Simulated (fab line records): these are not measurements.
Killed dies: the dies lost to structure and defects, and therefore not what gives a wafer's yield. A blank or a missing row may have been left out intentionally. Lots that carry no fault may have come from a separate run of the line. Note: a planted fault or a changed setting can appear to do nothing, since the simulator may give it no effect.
Comparing a struck lot with a sound one / flow sky130 / 31 steps out of a route of 708
Sound: these wafers, L198.1, L198.3, L198.6. Struck: wafers L206.2, L206.3, L206.6. Last of all comes the cause.
For every step that has rows: the tool of each side, followed by ch and its chambers, followed by its first start. Under that, the readings that differ: sound wafers / struck wafers / difference of the means / sigmas: that difference in standard deviations of wafers without a fault.
alike: same words and numbers on both sides, and readings whose means sit less than 2 such deviations apart. not compared: any withheld reading, any reading some wafer has no value for, any bound like >300 that may hide the same value, and any number with overlapping values for which the record gives no deviation.
A row with sigmas, a row that says differs or no value, or rows on one side alone: a step with any of these is where the two part. When numbers do not overlap yet have no deviation, they are printed without sigmas and do not part them. A reading missing from all wafers of one side parts the sides only when that side holds two or more wafers.

first, 1 step without rows for these wafers: SKY_PWDE_IMPLANT_08.
SKY_PWDE_STRIP_09: strips in O2/N2.
  sound on plasma-asher-03 ch 0,1, day 4 13:28; struck on plasma-asher-04 ch 0,1, day 6 17:17
  alike: chamber-pressure-mTorr, drypump-motor-current-A, n2-flow-sccm, oes-product-au, strip-time-to-endpoint-s
  not compared: rf-hours-counter-h
SKY_PWDE_TW_MEAS_10:
  sound: film-metro-02 at day 4 13:34; struck: film-metro-02 at day 6 17:24
  alike: PWDE_TW
then, 7 steps without rows for these wafers: SKY_NWELL_DEHYDRATE_03 (time 60 s); SKY_NWELL_HMDS_04 (prime time 60 s); SKY_NWELL_COAT_05 (resist thk 3000 nm); SKY_NWELL_SOFTBAKE_06; SKY_NWELL_EXPOSE_07 (exposes mask NWM, target cd 840 nm); SKY_NWELL_PEB_08; SKY_NWELL_DEVELOP_09 (develop time 60 s).
SKY_NWELL_OVL_MEAS_10:
  sound: overlay-01 at day 5 07:01; struck: overlay-01 at day 7 11:50
  alike: NWELL_00_OVL
following that, these wafers have no rows for 1 step: SKY_NWELL_IMPLANT_11.
SKY_NWELL_IMPLANT_12:
  sound on implanter-03 ch 0, day 5 07:13; struck on implanter-02 ch 0, day 7 12:02
reading=dose-ions-cm2; sound=1.3004e+12 1.3016e+12 1.2986e+12; struck=2.4901e+12 2.49e+12 2.489e+12; difference=+1.1895e+12; sigmas=+99 or more
reading=faraday-current-uA; sound=7.81 7.30 7.20; struck=13.58 13.99 13.86; difference=+6.37; sigmas=+40
following that, these wafers have no rows for 1 step: SKY_NWELL_IMPLANT_13.
SKY_NWELL_STRIP_14: strips in O2/N2.
  sound on plasma-asher-01 ch 0,1, day 5 07:31; struck on plasma-asher-01 ch 0,1, day 7 12:19
  alike: chamber-pressure-mTorr, drypump-motor-current-A, n2-flow-sccm, oes-product-au, strip-time-to-endpoint-s
  not compared: rf-hours-counter-h
SKY_NWELL_TW_MEAS_15:
  sound: film-metro-03 at day 5 07:37; struck: film-metro-02 at day 7 12:25
  alike: NWELL_TW
then, 7 steps without rows for these wafers: SKY_NWELL_DEHYDRATE_16 (time 60 s); SKY_NWELL_HMDS_17 (prime time 60 s); SKY_NWELL_COAT_18 (resist thk 3000 nm); SKY_NWELL_SOFTBAKE_19; SKY_NWELL_EXPOSE_20 (exposes mask NWM COMPLEMENT, target cd 840 nm); SKY_NWELL_PEB_21; SKY_NWELL_DEVELOP_22 (develop time 60 s).
SKY_NWELL_OVL_MEAS_23:
  sound: overlay-02 at day 6 01:59; struck: overlay-01 at day 8 07:53
  alike: NWELL_01_OVL
following that, these wafers have no rows for 1 step: SKY_NWELL_IMPLANT_24.
SKY_NWELL_STRIP_25: strips in O2/N2.
  sound on plasma-asher-01 ch 0,1, day 6 02:10; struck on plasma-asher-01 ch 0, day 8 08:04
  alike: chamber-pressure-mTorr, drypump-motor-current-A, n2-flow-sccm, oes-product-au, strip-time-to-endpoint-s
  not compared: rf-hours-counter-h
SKY_NWELL_TW_MEAS_26:
  sound: film-metro-02 at day 6 02:16; struck: film-metro-04 at day 8 08:10
  alike: NWELL_2_TW
then, 1 step without rows for these wafers: SKY_NWELL_CLEAN_27 (cleans in SC1/SC2, time 150 s).
SKY_NWELL_RTA_28: time 30 s.
  sound on rtp-anneal-02 ch 0, day 6 02:23; struck on rtp-anneal-02 ch 0, day 8 08:17
  alike: lamp-power-pct, wafer_temp_C_max
SKY_NWELL_RS_MEAS_29: a four-point-probe measurement.
  sound: film-metro-03 at day 6 02:29; struck: film-metro-04 at day 8 08:45
reading=NWELL_RS (ohm/sq); sound=622.6 624.4 623.2; struck=595.0 595.7 594.5; difference=-28.3; sigmas=-19
  not compared: hold
-- the record jumps here: 41 days lie between the struck wafers' starts before and after (it left off in module NWELL and takes up again in module PAD_OPEN, whose first step shown is number 708 of the route) --
SKY_PAD_OPEN_PROBE_99:
  sound: prober-02 at day 46 16:29; struck: prober-02 at day 49 01:35
reading=model.etest.nfet_16v.r-on-ohm-um; sound=1.411e+04 1.4e+04 1.41e+04; struck=1.328e+04 1.333e+04 1.339e+04; difference=-7.367e+02; sigmas=
reading=model.etest.pfet-g5v0d10v5.r-on-ohm-um; sound=4850 4784 4798; struck=5032 5121 5150; difference=+290; sigmas=
reading=model.etest.tip-p.rs-ohm-sq; sound=6874 6902 6875; struck=7076 7123 7124; difference=+224; sigmas=
reading=model.etest.tip_p_5v.rs-ohm-sq; sound=2877 2892 2894; struck=3036 3056 3025; difference=+151; sigmas=
reading=model.etest.pfet-g5v0d10v5.drive-ua-um; sound=336.9 337 337.2; struck=314.4 309.8 303.9; difference=-27.7; sigmas=
reading=model.etest.pfet_01v8_lvt.drive-ua-um; sound=168.7 174.5 174; struck=153.4 152 150.3; difference=-20.5; sigmas=
reading=model.etest.pfet_16v.drive-ua-um; sound=237.4 238.3 240.4; struck=225.8 225.9 220.3; difference=-14.7; sigmas=
  alike: killed_at_M0_to_M3, killed_at_M4_up, killed-at-contacts, killed-at-front-end, killed-at-other, killed-dies, killed-on-rim, killed-open, killed-short
  not compared: model.etest.pfet_16v.r-on-ohm-um

WHERE THEY PART
At SKY_NWELL_IMPLANT_12 first; at SKY_NWELL_RS_MEAS_29 last (within this record only). Later steps at which nothing parts them and some readings are alike: SKY_PAD_OPEN_PROBE_99.

WHY: what had been put in by the simulator
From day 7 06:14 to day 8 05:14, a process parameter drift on implanter-02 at SKY_NWELL_IMPLANT_12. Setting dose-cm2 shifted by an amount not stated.
